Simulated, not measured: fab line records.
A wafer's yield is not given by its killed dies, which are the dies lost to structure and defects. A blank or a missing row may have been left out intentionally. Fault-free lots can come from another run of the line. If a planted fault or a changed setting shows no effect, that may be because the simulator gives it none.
Problem report, 8D (eight disciplines) form, completed by code | flow sfq line | the parts of the form that need people (team, actions taken, sign-off) are left out

## 1. WHAT IS WRONG
Mean of bias w at SFQ_TRILAYER_M6_BARC_OPEN_METAL_ETCH_206: 86.69 W across 6 wafers in 2 lots; on wafers with no fault it is 80.02 W (standard deviation 0.23). Measured from the usual mean, that is +29 standard deviations.
The step: etches BARC in O2, target depth 125 nm, time 41.7 s.
The first sign was on wafer L771.2 at day 78 03:02, on rie metal-02. The record holds 42 wafers of 14 lots with a number at this step. Rule for "out" (also "out of limits"): further than 4 standard deviations from the usual mean. All remaining wafers that have a number are taken as sound.

## 2. WHAT IT IS, WHAT IT ISN'T
question                    | is                     | is not
which readings at this step | bias w                 | drypump motor current A, oes product au
which lots                  | L771, L772             | L750, L751, L752, L756, L757, L758, L759, L760, L762, L763, L765, L773
which wafers of those lots  | all that have a number | -
read on which tools         | rie metal-02           | rie metal-03
when                        | from day 78 03:02      | up to then (33 sound wafers); but 3 sound wafers of L773 came after

## 3. THE SUSPECTS, EACH WITH WHAT RULES IT OUT
Counting: a tool at a process step up to the reading stays a suspect if it ran every lot that is out and no sound lot after the first of them.
- rie metal-02 at SFQ_TRILAYER_M6_BARC_OPEN_METAL_ETCH_206 (etches BARC in O2, target depth 125 nm, time 41.7 s): kept. It ran every lot that is out, first L771 (day 78 03:02), and no sound lot after that; its last sound lot up to then is L765 (day 76 08:30). Its own bias w readings are out on those wafers.
Remaining after the count: rie metal-02 at SFQ_TRILAYER_M6_BARC_OPEN_METAL_ETCH_206.

## 4. THE CAUSE (what the simulator had put in)
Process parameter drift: rie metal-02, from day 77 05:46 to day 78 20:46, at SFQ_TRILAYER_M6_BARC_OPEN_METAL_ETCH_206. A move of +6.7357 in setting bias w, from 80. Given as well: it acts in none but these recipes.
This tool alone remained once counting was done.

## 5. SEQUENCE OF EFFECTS, ordered by route
One row per reading whose mean, taken over the struck wafers that have a number, lies over 3 standard deviations from the usual. Only readings whose record carries a usual standard deviation are examined. hours: median over the lots of the time between each lot's start at the first step of this table that gives one and its start at this step. sigmas: the change, counted in usual standard deviations.
hours | step                                     | reading | usual   | on struck wafers | change | sigmas
0     | SFQ_TRILAYER_M6_BARC_OPEN_METAL_ETCH_206 | bias w  | 80.02 W | 86.69            | +6.67  | +29
Its process steps:
- SFQ_TRILAYER_M6_BARC_OPEN_METAL_ETCH_206: etches BARC in O2, target depth 125 nm, time 41.7 s.
Later measuring or inspecting steps at which every struck wafer that the step has a row for has a number for every such reading, and none has moved that far: SFQ_I6_BOW_MEAS_941.

## 6. HOW IT WOULD HAVE BEEN CAUGHT EARLIER
The fault began at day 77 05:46; the first out-of-limits reading in this record came at day 78 03:02, 21 hours later.
